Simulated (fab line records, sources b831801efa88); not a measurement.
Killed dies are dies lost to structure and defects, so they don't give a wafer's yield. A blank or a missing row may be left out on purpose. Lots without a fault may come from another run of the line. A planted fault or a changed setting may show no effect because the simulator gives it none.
Which tool did it? | flow gf180mcu | 6 lots, 18 wafers sampled, at 2 steps of a route of 602

WHAT THE GAUGES READ, wafer by wafer
GF_DNWELL_TW_MEAS_09.
lot  | measured    | on            | DNWELL_TW
L116 | day 3 06:16 | film_metro-03 | 1353 1348 1352
L118 | day 3 20:04 | film_metro-02 | 1358 1353 1362
L121 | day 4 11:29 | film_metro-02 | 1354 1347 1360
L125 | day 5 06:26 | film_metro-03 | 1350 1352 1356
L128 | day 5 22:16 | film_metro-02 | 1361 1361 1358
L136 | day 7 16:25 | film_metro-02 | 1210 1216 1220

WHICH TOOL RAN EACH LOT (tool, then ch and the chambers of the sampled wafers, then the start)
lot  | GF_DNWELL_IMPLANT_07
L116 | implanter-04 ch 0, day 3 06:03
L118 | implanter-04 ch 0, day 3 19:49
L121 | implanter-04 ch 0, day 4 11:14
L125 | implanter-04 ch 0, day 5 06:13
L128 | implanter-01 ch 0, day 5 22:04
L136 | implanter-01 ch 0, day 7 16:13
- GF_DNWELL_IMPLANT_07

THE ANSWER, worked out from the rows above alone
Rule: what is usual is taken from the lots themselves. Put in order of their means at a reading, lots are off if they are a third of the lots or fewer, leave a main group of 4 or more, and stand apart from it by a gap of 3 or more times the standard deviation of the main group's means; of several such gaps the widest counts. A main group whose means are all the same, to the digits that the tables above print for the reading, isn't used. A lot without any number at a reading at which 4 lots or more have one is off too. The other lots that the step has rows for count as sound.
Off: L136, at GF_DNWELL_TW_MEAS_09 (DNWELL_TW). The main group: mean 1355, standard deviation 3.3.
A tool fits if, at a process step before that reading, it ran every lot that is off, and no sound lot after the first of them. The gauges at GF_DNWELL_TW_MEAS_09 are tried like those tools. Can't be told from this: 2 tools fit, implanter-01 at GF_DNWELL_IMPLANT_07, film_metro-02 at GF_DNWELL_TW_MEAS_09.

WHAT THE SIMULATOR HAD PUT IN
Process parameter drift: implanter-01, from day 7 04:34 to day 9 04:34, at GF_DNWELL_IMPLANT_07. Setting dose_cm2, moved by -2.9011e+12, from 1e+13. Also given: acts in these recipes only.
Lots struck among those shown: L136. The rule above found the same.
